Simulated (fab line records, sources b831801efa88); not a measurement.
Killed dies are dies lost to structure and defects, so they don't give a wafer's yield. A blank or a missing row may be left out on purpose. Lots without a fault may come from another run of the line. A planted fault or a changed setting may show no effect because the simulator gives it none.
fab line records | flow gf180mcu | part 1 of 2: steps 1 to 28 of 41
record lots=5 wafers=15 last_day=33
route steps=602 shown MIM@516 M5@526 V5@540
lots that met no fault: from a run of the same line without faults
start_h: hours from the record's first day to the start of the lot's first wafer shown | wait_h: hours since the lot's step before | " the same as in the row above | L1.1+2: a row that stands for several wafers | - no value, or no start given | * or withheld: withheld | < > ~ a bound
route shown NAME@n: a module of which the file shows steps, and the number in the route of the first | usual: mean/standard deviation of fault-free wafers | same: alike in all rows | chamber/n: place in a boat | sites: the reading at each site | _std_site: their standard deviation | _edge_site: outer sites' mean less inner sites' | radius_mm: how far each site lies from the wafer's centre | mask NAME#n: copy n | behind: the tool/chamber that last shaped the wafer | hold: why the lot was held/for how many hours/how that ended | device: the transistor (n, p or np) that didn't switch | end of line: the same wafers' tests at the end of the route | a step without rows: its recipe alone | killed: dies lost to structure and defects at the first sort, not the wafer's yield | map: a wafer's dies, x killed, . not, _ none there
set.NAME: the setting as run; set.NAME@STEP: as run at that earlier step | model.NAME: the simulator's own value behind a step, which no gauge read
lots at some steps of the route; a table a step, a row a wafer
services: from which hour (start_h, from the record's first day; less than 0 if before it) a tool's chamber was out of use, for how many hours, and why
## steps
# step GF_MIM_HMDS_13
# recipe prime_time_s=60 prime_temp_c=120
# columns lot.wafer tool chamber start_h wait_h
L074.4+5+6 litho_track-01 0 572.32 0.1
L075.1+4+6 litho_track-03 0 581.30 0.1
L081.1+5+6 litho_track-02 0 630.15 0.1
L084.2+5+6 litho_track-01 0 651.52 0.1
L091.2+3+6 litho_track-01 0 700.57 0.1
# step GF_MIM_COAT_14
# recipe resist=NOVOLAK spin_rpm=3000 resist_thk_nm=1000
# usual spin_speed_rpm=2999.6/1.5
# columns lot.wafer tool chamber start_h wait_h spin_speed_rpm
L074.4 litho_track-01 0 572.47 0.1 2999.5
L074.5 " 0 " " 2998.7
L074.6 " 0 " " 2998.3
L075.1 litho_track-03 0 581.45 0.1 2997.4
L075.4 " 0 " " 2998.3
L075.6 " 0 " " 2997.9
L081.1 litho_track-02 0 630.30 0.1 3000.2
L081.5 " 0 " " 3000.6
L081.6 " 0 " " 3000.1
L084.2 litho_track-01 0 651.67 0.1 2998.2
L084.5 " 0 " " 2999.1
L084.6 " 0 " " 2997.3
L091.2 litho_track-01 0 700.72 0.1 3001.8
L091.3 " 0 " " 2999.9
L091.6 " 0 " " 2999.3
# step GF_MIM_SOFTBAKE_15
# recipe temp_c=90 time_s=60 resist=NOVOLAK
# columns lot.wafer tool chamber start_h wait_h
L074.4+5+6 litho_track-01 0 572.62 0.1
L075.1+4+6 litho_track-03 0 581.60 0.1
L081.1+5+6 litho_track-02 0 630.45 0.1
L084.2+5+6 litho_track-01 0 651.82 0.1
L091.2+3+6 litho_track-01 0 700.87 0.1
# step GF_MIM_EXPOSE_16
# recipe mask_id=FuseTop target_cd_nm=2000 na=0.6 source_shape=conventional sigma_outer=0.6 dose_mj=140
# usual reticle_temp_C=23.00/0.1
# columns lot.wafer tool chamber start_h wait_h mask reticle_temp_C
L074.4 iline_stepper-01 0 - - FuseTop#0 22.97
L074.5 " 0 " " FuseTop#0 23.20
L074.6 " 0 " " FuseTop#0 23.18
L075.1 iline_stepper-01 0 - - FuseTop#0 23.07
L075.4 " 0 " " FuseTop#0 23.14
L075.6 " 0 " " FuseTop#0 23.02
L081.1 iline_stepper-02 0 - - FuseTop#0 23.07
L081.5 " 0 " " FuseTop#0 22.98
L081.6 " 0 " " FuseTop#0 22.74
L084.2 iline_stepper-01 0 - - FuseTop#0 22.94
L084.5 " 0 " " FuseTop#0 23.00
L084.6 " 0 " " FuseTop#0 22.77
L091.2 iline_stepper-02 0 - - FuseTop#0 22.81
L091.3 " 0 " " FuseTop#0 23.04
L091.6 " 0 " " FuseTop#0 23.21
# step GF_MIM_PEB_17
# recipe temp_c=withheld time_s=* resist=NOVOLAK
# columns lot.wafer tool chamber start_h wait_h
L074.4+5+6 litho_track-01 0 - -
L075.1+4+6 litho_track-02 0 - -
L081.1+5+6 litho_track-01 0 - -
L084.2+5+6 litho_track-02 0 - -
L091.2+3+6 litho_track-02 0 - -
# step GF_MIM_DEVELOP_18
# recipe develop_time_s=60 dev_temp_c=23
# columns lot.wafer tool chamber start_h wait_h
L074.4+5+6 litho_track-01 0 582.97 0.1
L075.1+4+6 litho_track-02 0 592.40 0.1
L081.1+5+6 litho_track-01 0 640.69 0.1
L084.2+5+6 litho_track-02 0 661.22 0.1
L091.2+3+6 litho_track-02 0 710.07 0.1
# step GF_MIM_METAL_ETCH_19
# recipe chemistry=Cl2/BCl3 mask_material=NOVOLAK stop_on=Si3N4 target_depth_nm=324.5 pressure_mtorr=8 icp_w=800 bias_w=140 Cl2_flow_sccm=80 bcl3_flow_sccm=40 time_s=54.1
# usual bcl3_flow_sccm=40.01/0.12 drypump_motor_current_A=5.6/0.44 mfc_cl2_sccm=79.95/0.22 oes_product_au=0.942/0.0061 throttle_valve_pct=28.282/0.0087
# columns lot.wafer tool chamber start_h wait_h bcl3_flow_sccm drypump_motor_current_A mfc_cl2_sccm oes_product_au rf_hours_counter_h throttle_valve_pct
L074.4 rie_metal-04 0 583.07 0.1 39.86 6.3 79.66 0.949 - 28.282
L074.5 " 0 " " 39.91 6.3 79.63 0.947 - 28.281
L074.6 " 1 " " 40.10 5.4 80.15 0.948 - 28.265
L075.1 rie_metal-02 0 592.55 0.1 39.97 5.3 79.83 0.958 11 28.272
L075.4 " 1 " " 39.96 5.0 79.80 0.954 - 28.284
L075.6 " 1 " " 39.76 5.0 80.04 0.937 - 28.271
L081.1 rie_metal-01 1 640.84 0.1 40.01 5.6 80.27 0.931 3 28.283
L081.5 " 1 " " 39.81 5.6 80.10 0.941 - 28.286
L081.6 " 0 " " 40.09 5.4 79.96 0.938 - 28.288
L084.2 rie_metal-02 1 661.35 0.1 40.19 5.0 79.90 0.952 11 28.266
L084.5 " 1 " " 40.13 5.0 80.08 0.946 - 28.279
L084.6 " 0 " " 39.98 5.3 79.86 0.957 - 28.279
L091.2 rie_metal-01 0 710.20 0.1 40.07 5.4 80.37 0.939 10 28.288
L091.3 " 1 " " 40.08 5.6 80.08 0.943 - 28.279
L091.6 " 1 " " 40.01 5.6 79.71 0.946 - 28.285
# step GF_MIM_STRIP_20
# recipe chemistry=O2/N2 power_w=1400 pressure_mtorr=1500 platen_temp_c=250 o2_flow_sccm=3000 n2_flow_sccm=300 overash_fraction=0.5
# usual drypump_motor_current_A=5.7/0.31 heater_power_w=336/39 oes_product_au=0.692/0.0049 strip_time_to_endpoint_s=11.22/0.037
# columns lot.wafer tool chamber start_h wait_h drypump_motor_current_A heater_power_w oes_product_au rf_hours_counter_h strip_time_to_endpoint_s
L074.4 plasma_asher-02 1 583.15 0.1 5.9 380 0.692 - 11.22
L074.5 " 1 " " 5.9 380 0.685 - 11.25
L074.6 " 0 " " 5.4 302 0.690 - 11.23
L075.1 plasma_asher-01 1 592.62 0.0 5.5 309 0.689 101 11.22
L075.4 " 1 " " 5.5 315 0.688 - 11.18
L075.6 " 0 " " 6.3 375 0.685 - 11.16
L081.1 plasma_asher-02 1 640.91 0.0 5.9 380 0.681 53 11.23
L081.5 " 1 " " 5.8 386 0.684 - 11.26
L081.6 " 0 " " 5.4 299 0.682 - 11.21
L084.2 plasma_asher-02 1 661.42 0.0 5.9 389 0.690 55 11.26
L084.5 " 1 " " 5.8 389 0.690 - 11.24
L084.6 " 0 " " 5.4 297 0.692 - 11.19
L091.2 plasma_asher-02 1 710.29 0.1 5.9 377 0.688 61 11.18
L091.3 " 0 " " 5.4 295 0.687 - 11.19
L091.6 " 0 " " 5.4 305 0.699 - 11.20
# step GF_MIM_STRIP_21
# recipe chemistry=post_etch_residue_remover time_s=1200 temp_c=72.5
# usual temp_c=72.48/0.14
# columns lot.wafer tool chamber start_h wait_h temp_c
L074.4 wet_bench-04 1 583.22 0.0 72.50
L074.5 " 1 " " 72.49
L074.6 " 1 " " 72.50
L075.1 wet_bench-04 3 592.72 0.1 72.60
L075.4 " 3 " " 72.50
L075.6 " 3 " " 72.63
L081.1 wet_bench-04 2 641.01 0.1 72.39
L081.5 " 2 " " 72.53
L081.6 " 2 " " 72.56
L084.2 wet_bench-01 3 661.52 0.1 72.65
L084.5 " 3 " " 72.62
L084.6 " 3 " " 72.59
L091.2 wet_bench-01 1 710.39 0.1 72.44
L091.3 " 1 " " 72.43
L091.6 " 1 " " 72.35
# step GF_MIM_CLEAN_22
# recipe chemistry=DIW dry=n2_spin
# columns lot.wafer tool chamber start_h wait_h
L074.4+5+6 wet_bench-03 1 583.59 0.0
L075.1+4+6 wet_bench-03 2 593.12 0.0
L081.1+5+6 wet_bench-03 0 641.36 0.0
L084.2+5+6 wet_bench-03 0 661.86 0.0
L091.2+3+6 wet_bench-03 3 710.76 0.0
# step GF_M5_DEHYDRATE_00
# recipe temp_c=200 time_s=60
# columns lot.wafer tool chamber start_h wait_h
L074.4+5+6 litho_track-02 0 594.17 10.5
L075.1+4+6 litho_track-04 0 602.60 9.4
L081.1+5+6 litho_track-04 0 650.40 9.0
L084.2+5+6 litho_track-02 0 670.62 8.7
L091.2+3+6 litho_track-02 0 719.27 8.4
# step GF_M5_HMDS_01
# recipe prime_time_s=60 prime_temp_c=120
# columns lot.wafer tool chamber start_h wait_h
L074.4+5+6 litho_track-02 0 594.32 0.1
L075.1+4+6 litho_track-04 0 602.75 0.1
L081.1+5+6 litho_track-04 0 650.55 0.1
L084.2+5+6 litho_track-02 0 670.77 0.1
L091.2+3+6 litho_track-02 0 719.42 0.1
# step GF_M5_COAT_02
# recipe resist=KrF spin_rpm=withheld resist_thk_nm=1000
# columns lot.wafer tool chamber start_h wait_h
L074.4+5+6 litho_track-02 0 594.47 0.1
L075.1+4+6 litho_track-04 0 602.90 0.1
L081.1+5+6 litho_track-04 0 650.70 0.1
L084.2+5+6 litho_track-02 0 670.92 0.1
L091.2+3+6 litho_track-02 0 719.57 0.1
# step GF_M5_SOFTBAKE_03
# recipe temp_c=130 time_s=60 resist=KrF
# columns lot.wafer tool chamber start_h wait_h
L074.4+5+6 litho_track-02 0 594.62 0.1
L075.1+4+6 litho_track-04 0 603.05 0.1
L081.1+5+6 litho_track-04 0 650.85 0.1
L084.2+5+6 litho_track-02 0 671.07 0.1
L091.2+3+6 litho_track-02 0 719.72 0.1
# step GF_M5_EXPOSE_04
# recipe mask_id=Metal5 target_cd_nm=280 na=0.68 source_shape=conventional sigma_outer=0.6 dose_mj=28
# usual reticle_temp_C=23.00/0.12
# columns lot.wafer tool chamber start_h wait_h mask reticle_temp_C
L074.4 krf_scanner-01 0 - - Metal5#0 22.94
L074.5 " 0 " " Metal5#0 23.13
L074.6 " 0 " " Metal5#0 22.97
L075.1 krf_scanner-01 0 - - Metal5#0 22.96
L075.4 " 0 " " Metal5#0 22.99
L075.6 " 0 " " Metal5#0 23.11
L081.1 krf_scanner-02 0 - - Metal5#0 23.27
L081.5 " 0 " " Metal5#0 23.19
L081.6 " 0 " " Metal5#0 23.24
L084.2 krf_scanner-01 0 - - Metal5#0 22.98
L084.5 " 0 " " Metal5#0 22.88
L084.6 " 0 " " Metal5#0 22.94
L091.2 krf_scanner-02 0 - - Metal5#0 23.06
L091.3 " 0 " " Metal5#0 23.07
L091.6 " 0 " " Metal5#0 23.02
# step GF_M5_PEB_05
# recipe peb_temp_c=135 peb_time_s=90 resist=KrF
# columns lot.wafer tool chamber start_h wait_h
L074.4+5+6 litho_track-02 0 - -
L075.1+4+6 litho_track-03 0 - -
L081.1+5+6 litho_track-02 0 - -
L084.2+5+6 litho_track-03 0 - -
L091.2+3+6 litho_track-04 0 - -
# step GF_M5_DEVELOP_06
# recipe develop_time_s=60 dev_temp_c=21
# columns lot.wafer tool chamber start_h wait_h
L074.4+5+6 litho_track-02 0 604.52 0.1
L075.1+4+6 litho_track-03 0 613.80 0.2
L081.1+5+6 litho_track-02 0 660.60 0.2
L084.2+5+6 litho_track-03 0 680.82 0.2
L091.2+3+6 litho_track-04 0 728.22 0.2
# step GF_M5_CD_MEAS_07
# recipe target_cd_nm=280
# usual cd_nm=280.5/1.1
# columns lot.wafer tool chamber start_h wait_h cd_nm
L074.4 cd_sem-02 - 604.66 0.1 280.3
L074.5 " - " " 279.4
L074.6 " - " " 279.6
L075.1 cd_sem-02 - 613.95 0.1 281.7
L075.4 " - " " 281.0
L075.6 " - " " 281.1
L081.1 cd_sem-01 - 660.75 0.1 281.8
L081.5 " - " " 281.7
L081.6 " - " " 282.9
L084.2 cd_sem-02 - 680.96 0.1 280.6
L084.5 " - " " 281.2
L084.6 " - " " 282.7
L091.2 cd_sem-01 - 728.37 0.1 281.1
L091.3 " - " " 280.8
L091.6 " - " " 280.5
# step GF_M5_OVL_MEAS_08
# usual M5_OVL=-1/6
# columns lot.wafer tool chamber start_h wait_h M5_OVL[nm]
L074.4 overlay-02 - 604.74 0.1 -4
L074.5 " - " " 0
L074.6 " - " " -4
L075.1 overlay-02 - 614.07 0.1 -5
L075.4 " - " " 0
L075.6 " - " " 0
L081.1 overlay-01 - 660.87 0.1 6
L081.5 " - " " 9
L081.6 " - " " -1
L084.2 overlay-01 - 681.07 0.1 -8
L084.5 " - " " -5
L084.6 " - " " -11
L091.2 overlay-01 - 728.48 0.1 3
L091.3 " - " " -5
L091.6 " - " " -1
# step GF_M5_ETCH_09
# recipe chemistry=CF4/O2 target=Si3N4 target_depth_nm=52 source_w=800 bias_w=150 pressure_mtorr=150 cf4_flow_sccm=80 O2_flow_sccm=10 time_s=11.6
# usual drypump_motor_current_A=5.6/0.38 oes_product_au=0.999/0.0084 throttle_valve_pct=5.971/0.0094
# columns lot.wafer tool chamber start_h wait_h drypump_motor_current_A oes_product_au rf_hours_counter_h throttle_valve_pct
L074.4 rie_diel-02 1 604.75 0.0 6.4 1.004 54 5.968
L074.5 " 3 " " 5.5 0.995 - 5.975
L074.6 " 0 " " 5.7 0.994 - 5.964
L075.1 rie_diel-01 0 614.10 0.0 5.7 0.991 12 5.959
L075.4 " 2 " " 4.8 0.991 9 5.950
L075.6 " 3 " " 5.8 0.994 - 5.962
L081.1 rie_diel-01 1 660.90 0.0 5.2 0.991 33 5.980
L081.5 " 2 " " 4.8 1.004 - 5.981
L081.6 " 1 " " 5.2 0.992 - 5.981
L084.2 rie_diel-01 1 681.10 0.0 5.2 0.990 33 5.962
L084.5 " 3 " " 5.8 1.003 - 5.962
L084.6 " 0 " " 5.7 1.016 - 5.975
L091.2 rie_diel-01 2 728.51 0.0 4.8 0.999 14 5.967
L091.3 " 3 " " 5.8 1.006 11 5.965
L091.6 " 2 " " 4.8 1.008 - 5.973
# step GF_M5_METAL_ETCH_10
# recipe chemistry=Cl2/BCl3 mask_material=KrF target_depth_nm=750.8 stop_on=SiO2 pressure_mtorr=8 icp_w=800 bias_w=140 Cl2_flow_sccm=80 bcl3_flow_sccm=40 time_s=125.1
# usual bcl3_flow_sccm=40.01/0.13 drypump_motor_current_A=5.36/0.21 mfc_cl2_sccm=80.00/0.25 oes_product_au=0.992/0.0055 throttle_valve_pct=28.229/0.01
# columns lot.wafer tool chamber start_h wait_h bcl3_flow_sccm drypump_motor_current_A mfc_cl2_sccm oes_product_au rf_hours_counter_h throttle_valve_pct
L074.4 rie_metal-01 0 604.82 0.1 40.02 5.36 80.23 0.998 - 28.241
L074.5 " 0 " " 39.95 5.37 79.91 0.997 - 28.220
L074.6 " 1 " " 39.79 5.60 80.11 1.000 - 28.232
L075.1 rie_metal-02 1 614.12 0.0 40.29 4.95 79.95 0.994 9 28.236
L075.4 " 1 " " 40.26 4.98 80.12 0.993 - 28.232
L075.6 " 1 " " 40.17 4.96 79.99 0.996 - 28.242
L081.1 rie_metal-03 0 660.93 0.0 40.01 5.44 79.91 0.994 4 28.225
L081.5 " 1 " " 40.32 5.48 79.93 0.989 - 28.230
L081.6 " 0 " " 40.17 5.47 80.32 0.985 - 28.242
L084.2 rie_metal-01 1 681.12 0.0 39.95 5.65 79.82 1.002 4 28.215
L084.5 " 1 " " 39.99 5.66 79.84 0.990 - 28.213
L084.6 " 0 " " 39.75 5.38 79.51 0.997 - 28.231
L091.2 rie_metal-02 1 728.53 0.0 39.96 4.98 80.04 0.979 14 28.220
L091.3 " 1 " " 39.67 4.99 80.12 0.983 - 28.236
L091.6 " 1 " " 40.01 4.96 80.34 0.991 - 28.234
# step GF_M5_STRIP_11
# recipe chemistry=O2/N2 power_w=1400 pressure_mtorr=1500 platen_temp_c=250 o2_flow_sccm=3000 n2_flow_sccm=300 overash_fraction=0.5
# usual drypump_motor_current_A=5.9/0.42 heater_power_w=331/29 oes_product_au=0.523/0.0052 strip_time_to_endpoint_s=7.03/0.048
# columns lot.wafer tool chamber start_h wait_h drypump_motor_current_A heater_power_w oes_product_au rf_hours_counter_h strip_time_to_endpoint_s
L074.4 plasma_asher-01 0 604.94 0.1 6.3 371 0.523 - 7.02
L074.5 " 0 " " 6.3 371 0.525 - 7.01
L074.6 " 1 " " 5.4 312 0.522 - 7.06
L075.1 plasma_asher-01 1 614.38 0.2 5.5 304 0.523 104 7.03
L075.4 " 0 " " 6.3 366 0.532 - 7.04
L075.6 " 1 " " 5.5 306 0.523 - 7.01
L081.1 plasma_asher-04 1 661.06 0.1 5.4 283 0.529 88 7.07
L081.5 " 1 " " 5.4 287 0.521 - 7.05
L081.6 " 0 " " 5.6 349 0.522 - 7.05
L084.2 plasma_asher-04 0 681.25 0.1 5.5 358 0.519 90 7.03
L084.5 " 1 " " 5.4 285 0.515 - 6.99
L084.6 " 0 " " 5.5 372 0.518 - 6.96
L091.2 plasma_asher-03 1 728.66 0.1 5.9 345 0.525 30 7.04
L091.3 " 0 " " 6.5 310 0.519 - 7.02
L091.6 " 1 " " 5.9 340 0.516 - 7.02
# step GF_M5_STRIP_12
# recipe chemistry=post_etch_residue_remover time_s=1200 temp_c=72.5
# usual temp_c=72.50/0.12
# columns lot.wafer tool chamber start_h wait_h temp_c
L074.4 wet_bench-03 1 605.01 0.0 72.39
L074.5 " 1 " " 72.24
L074.6 " 1 " " 72.54
L075.1 wet_bench-01 0 614.48 0.1 72.50
L075.4 " 0 " " 72.35
L075.6 " 0 " " 72.63
L081.1 wet_bench-03 2 661.16 0.1 72.58
L081.5 " 2 " " 72.45
L081.6 " 2 " " 72.34
L084.2 wet_bench-01 3 681.35 0.1 72.41
L084.5 " 3 " " 72.41
L084.6 " 3 " " 72.27
L091.2 wet_bench-02 3 728.76 0.1 72.45
L091.3 " 3 " " 72.39
L091.6 " 3 " " 72.43
# step GF_M5_CLEAN_13
# recipe chemistry=DIW dry=n2_spin
# columns lot.wafer tool chamber start_h wait_h
L074.4+5+6 wet_bench-02 3 605.38 0.0
L075.1+4+6 wet_bench-02 0 614.82 0.0
L081.1+5+6 wet_bench-02 2 661.50 0.0
L084.2+5+6 wet_bench-03 3 681.69 0.0
L091.2+3+6 wet_bench-03 1 729.10 0.0
# step GF_V5_CVD_00
# recipe material=SiO2 target_thk_nm=300 sigma_open_frac=0.3 temp_c=400 time_s=50 sih4_flow_sccm=60 pressure_mtorr=6
# columns lot.wafer tool chamber start_h wait_h
L074.4+5+6 hdpcvd-01 0,2,1 605.49 0.0
L075.1+4+6 hdpcvd-02 2,2,1 614.92 0.0
L081.1+5+6 hdpcvd-02 0,0,1 661.59 0.0
L084.2+5+6 hdpcvd-02 1,1,0 681.79 0.0
L091.2+3+6 hdpcvd-01 0,2,1 729.19 0.0
# step GF_V5_THK_MEAS_01
# recipe reads=SiO2_of_V5_CVD_00
# usual V5_CVD_00_THK=300.7/3
# columns lot.wafer tool chamber start_h wait_h V5_CVD_00_THK[nm]
L074.4 film_metro-01 - 605.55 0.0 302.7
L074.5 " - " " 300.2
L074.6 " - " " 299.7
L075.1 film_metro-04 - 614.96 0.0 299.9
L075.4 " - " " 299.9
L075.6 " - " " 303.5
L081.1 film_metro-01 - 661.63 0.0 297.7
L081.5 " - " " 298.4
L081.6 " - " " 301.6
L084.2 film_metro-04 - 681.87 0.1 297.8
L084.5 " - " " 299.4
L084.6 " - " " 297.6
L091.2 film_metro-03 - 729.25 0.0 299.6
L091.3 " - " " 301.6
L091.6 " - " " 297.3
# step GF_V5_CVD_02
# recipe material=SiO2 target_thk_nm=1450 precursor=TEOS temp_c=400 time_s=163.28 rf_w=600
# usual heater_power_w=661/87
# columns lot.wafer tool chamber start_h wait_h heater_power_w
L074.4 pecvd-04 1 605.63 0.1 670
L074.5 " 0 " " 689
L074.6 " 2 " " 658
L075.1 pecvd-04 1 615.02 0.1 795
L075.4 " 1 " " 852
L075.6 " 0 " " 559
L081.1 pecvd-01 0 661.69 0.1 727
L081.5 " 2 " " 688
L081.6 " 1 " " 630
L084.2 pecvd-01 0 681.92 0.0 716
L084.5 " 2 " " 562
L084.6 " 1 " " 649
L091.2 pecvd-01 2 729.30 0.0 613
L091.3 " 0 " " 658
L091.6 " 2 " " 660
# step GF_V5_THK_MEAS_03
# recipe reads=SiO2_of_V5_CVD_02
# usual V5_CVD_02_THK=1448/19
# columns lot.wafer tool chamber start_h wait_h V5_CVD_02_THK[nm]
L074.4 film_metro-03 - 605.71 0.0 1466
L074.5 " - " " 1463
L074.6 " - " " 1496
L075.1 film_metro-01 - 615.13 0.1 1425
L075.4 " - " " 1456
L075.6 " - " " 1476
L081.1 film_metro-03 - 661.80 0.1 1442
L081.5 " - " " 1457
L081.6 " - " " 1444
L084.2 film_metro-03 - 682.04 0.1 1449
L084.5 " - " " 1452
L084.6 " - " " 1453
L091.2 film_metro-01 - 729.41 0.1 1438
L091.3 " - " " 1443
L091.6 " - " " 1454
